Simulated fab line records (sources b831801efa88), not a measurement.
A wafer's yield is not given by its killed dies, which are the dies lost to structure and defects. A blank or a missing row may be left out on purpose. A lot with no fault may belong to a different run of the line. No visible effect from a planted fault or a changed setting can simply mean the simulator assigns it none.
Which tool was responsible? ; flow sky130 ; 7 lots with 21 wafers sampled at 2 steps, on a route of 708 steps

## WHAT THE GAUGES READ, wafer by wafer
SKY_DNWELL_TW_MEAS_09.
lot;measured;on;DNWELL_TW
L959;day 3 12:55;filmMetro-04;1123 1122 1121
L964;day 4 15:44;filmMetro-02;1105 1109 1103
L966;day 5 16:16;filmMetro-04;30 30 30 30 30 30
L970;day 6 02:07;filmMetro-04;1103 1105 1106
L972;day 6 18:14;filmMetro-01;1105 1106 1116
L979;day 8 00:23;filmMetro-04;1109 1106 1104
L980;day 8 08:22;filmMetro-02;1107 1103 1100

## EACH LOT AND THE TOOL THAT RAN IT (in order: tool; ch and the chambers of the sampled wafers; start)
lot;SKY_DNWELL_EXPOSE_04
L959;ilineStepper-02 ch 0, day 3 05:13
L964;ilineStepper-02 ch 0, day 4 07:34
L966;ilineStepper-02, day 5 07:56
L970;ilineStepper-01 ch 0, day 5 17:32
L972;ilineStepper-01 ch 0, day 6 09:26
L979;ilineStepper-02 ch 0, day 7 14:15
L980;ilineStepper-01 ch 0, day 7 22:05
- SKY_DNWELL_EXPOSE_04: exposes mask DNM, target cd 3000 nm.

## THE ANSWER, worked out from the rows above alone
Rule: the lots themselves supply what counts as usual. Put in order of their means at a reading, lots are off if they are a third of the lots or fewer, leave a main group of 4 or more, and stand apart from it by a gap of 3 or more times the standard deviation of the main group's means; of several such gaps the widest counts. Not used: any main group whose means are identical at the precision the tables above print for the reading. Also off: a lot with no number at a reading for which 4 or more lots have one. Any other lot the step has rows for is counted as sound.
Off: L966, at SKY_DNWELL_TW_MEAS_09 (DNWELL_TW). For the main group the mean is 1108 and the standard deviation 6.3.
If a tool, at a process step before that reading, ran all the lots that are off and no sound lot after the first of them, it fits. The gauges at SKY_DNWELL_TW_MEAS_09 are tried like those tools. None of those tried fits.

## WHAT THE SIMULATOR HAD INSERTED
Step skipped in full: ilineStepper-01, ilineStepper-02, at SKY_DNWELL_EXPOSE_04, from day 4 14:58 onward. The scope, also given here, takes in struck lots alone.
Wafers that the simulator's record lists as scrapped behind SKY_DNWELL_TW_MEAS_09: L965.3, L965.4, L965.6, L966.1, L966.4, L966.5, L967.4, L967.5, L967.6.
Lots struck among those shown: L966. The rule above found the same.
